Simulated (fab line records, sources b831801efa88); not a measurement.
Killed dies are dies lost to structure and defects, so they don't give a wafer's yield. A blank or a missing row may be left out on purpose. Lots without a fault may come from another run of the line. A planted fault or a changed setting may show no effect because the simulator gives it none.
Which tool did it? | flow gf180mcu | 13 lots, 39 wafers sampled, at 1 step of a route of 602

WHAT THE GAUGES READ, wafer by wafer
GF_MIM_THK_MEAS_11: measures by xrf. Usual: MIM_ALCU_THK 196.7 nm, standard deviation 2.5.
lot  | measured     | on            | MIM_ALCU_THK (nm) | flag
L853 | day 24 13:41 | film_metro-01 | 193.3 200.0 193.7 |
L854 | day 24 20:42 | film_metro-01 | 192.9 194.7 193.7 |
L855 | day 25 08:45 | film_metro-01 | 196.9 199.6 195.1 |
L856 | day 25 13:38 | film_metro-01 | 197.3 198.8 198.4 |
L862 | day 27 12:50 | film_metro-04 | 195.9 197.3 197.0 |
L864 | day 28 08:59 | film_metro-03 | 200.5 194.8 199.1 |
L865 | day 28 14:05 | film_metro-03 | 195.3 195.7 194.7 |
L866 | day 28 18:59 | film_metro-01 | 195.6 195.6 199.1 |
L867 | day 29 02:40 | film_metro-04 | 202.4 197.7 200.9 |
L868 | day 29 09:37 | film_metro-04 | 194.9 193.2 193.6 |
L869 | day 29 15:08 | film_metro-03 | 193.4 193.2 192.3 |
L870 | day 30 03:57 | film_metro-01 | 195.9 197.4 196.8 |
L874 | day 31 02:40 | film_metro-01 | 196.9 196.4 195.0 |

WHICH TOOL RAN EACH LOT (tool, then ch and the chambers of the sampled wafers, then the start)
The record holds no process step before these readings.

WHAT THE TOOLS THEMSELVES READ (means of the sampled wafers that have a number; where no wafer has one, the mark that the record gives instead)
The record holds no such reading with a usual standard deviation.

THE ANSWER, worked out from the rows above alone
Rule: a lot is off if the mean of its wafers that have a number lies more than 3 standard deviations from the usual mean. A lot without any number at a reading at which 4 lots or more have one is off too. The other lots that the step has rows for count as sound. The gauges are gone through in route order, then the tools' own readings, and for those a lot's mean is taken as printed above. The first step at which some lot is off is used, and at that step the reading that is off furthest; a lot without a number counts as furthest.
No lot is off at any reading shown: from this, nothing can be told.

WHAT THE SIMULATOR HAD PUT IN
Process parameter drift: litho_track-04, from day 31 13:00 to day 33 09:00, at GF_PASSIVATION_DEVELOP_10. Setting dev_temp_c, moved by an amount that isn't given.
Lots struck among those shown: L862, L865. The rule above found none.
